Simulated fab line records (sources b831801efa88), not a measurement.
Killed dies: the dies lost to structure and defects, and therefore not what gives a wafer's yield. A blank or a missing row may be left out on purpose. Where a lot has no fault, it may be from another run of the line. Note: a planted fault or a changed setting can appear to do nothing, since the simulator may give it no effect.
Struck lot and sound lot, side by side / flow sky130 / 15 steps out of a route of 708
Sound: wafers L494.2, L494.3, L494.6. The struck wafers were L510.1, L510.2, L510.6. The cause is given at the end.
Order at every step that has rows: each side's tool, ch and its chambers, its first start. Under that, the readings that differ: sound wafers / struck wafers / difference of the means / sigmas: that difference in standard deviations of wafers without a fault.
alike: a reading whose means differ by less than 2 such deviations, as well as words and numbers matching on both sides. not compared: withheld readings; readings where some wafer has no value; bounds like >300 that might hide an equal value; numbers whose values overlap and for which the record gives no deviation.
The two part at a step that has a row with sigmas, a row that says differs or no value, or rows on one side only. When numbers do not overlap yet have no deviation, they are printed without sigmas and do not part them. A reading that every wafer of one side lacks parts them only if that side has two wafers or more.

first, 7 steps without rows for these wafers: SKY_RES_XHIGH_HMDS_01 (prime time 60 s); SKY_RES_XHIGH_COAT_02 (resist thk 1140 nm); SKY_RES_XHIGH_SOFTBAKE_03 (time 60 s); SKY_RES_XHIGH_EXPOSE_04 (exposes mask URPM, target cd 1270 nm); SKY_RES_XHIGH_PEB_05; SKY_RES_XHIGH_DEVELOP_06 (develop time 60 s); SKY_RES_XHIGH_IMPLANT_07.
SKY_RES_XHIGH_STRIP_08: strips in O2/N2.
  sound on plasmaAsher-01 ch 0,1, day 27 11:59; struck on plasmaAsher-03 ch 0,1, day 32 13:47
  alike: drypumpMotorCurrentA, n2FlowSccm, oesProductAu, stripTimeToEndpointS
  not compared: rfHoursCounterH
SKY_RES_XHIGH_TW_MEAS_09:
  sound on filmMetro-03 at day 27 12:06; struck on filmMetro-03 at day 32 13:53
  alike: RES_XHIGH_TW
then, 3 steps without rows for these wafers: SKY_SD_N_DEHYDRATE_00 (time 60 s); SKY_SD_N_HMDS_01 (prime time 60 s); SKY_SD_N_COAT_02 (resist thk 1140 nm).
SKY_SD_N_SOFTBAKE_03: time 60 s.
  sound on lithoTrack-04 ch 0, day 28 01:56; struck on lithoTrack-04 ch 0, day 33 02:13
reading=heaterPowerTotalW (W); sound=56.56 56.61 56.61; struck=56.99 57.05 57.02; difference=+0.43; sigmas=+11
reading=plateTempC (C); sound=89.72 89.87 89.91; struck=90.47 90.46 90.53; difference=+0.65; sigmas=+5
  alike: resistLineTempC
then, 1 step without rows for these wafers: SKY_SD_N_EXPOSE_04 (exposes mask NSDM, target cd 380 nm).
-- the record jumps here: 17 days lie between the struck wafers' starts before and after (it left off in module SD_N and takes up again in module PAD_OPEN, whose first step shown is number 708 of the route) --
SKY_PAD_OPEN_PROBE_99:
  sound on prober-02 at day 46 05:10; struck on prober-02 at day 49 19:02
  alike: killed_at_M0_to_M3, killed_at_M4_up, killedAtContacts, killedAtFrontEnd, killedAtOther, killedDies, killedOpen, killedShort

== WHERE THEY PART ==
Only at SKY_SD_N_SOFTBAKE_03, as far as this record shows. Later steps at which nothing parts them and some readings are alike: SKY_PAD_OPEN_PROBE_99.

WHY: the cause the simulator had injected
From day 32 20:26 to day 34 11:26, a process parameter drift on lithoTrack-04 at SKY_SD_N_SOFTBAKE_03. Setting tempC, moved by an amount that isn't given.
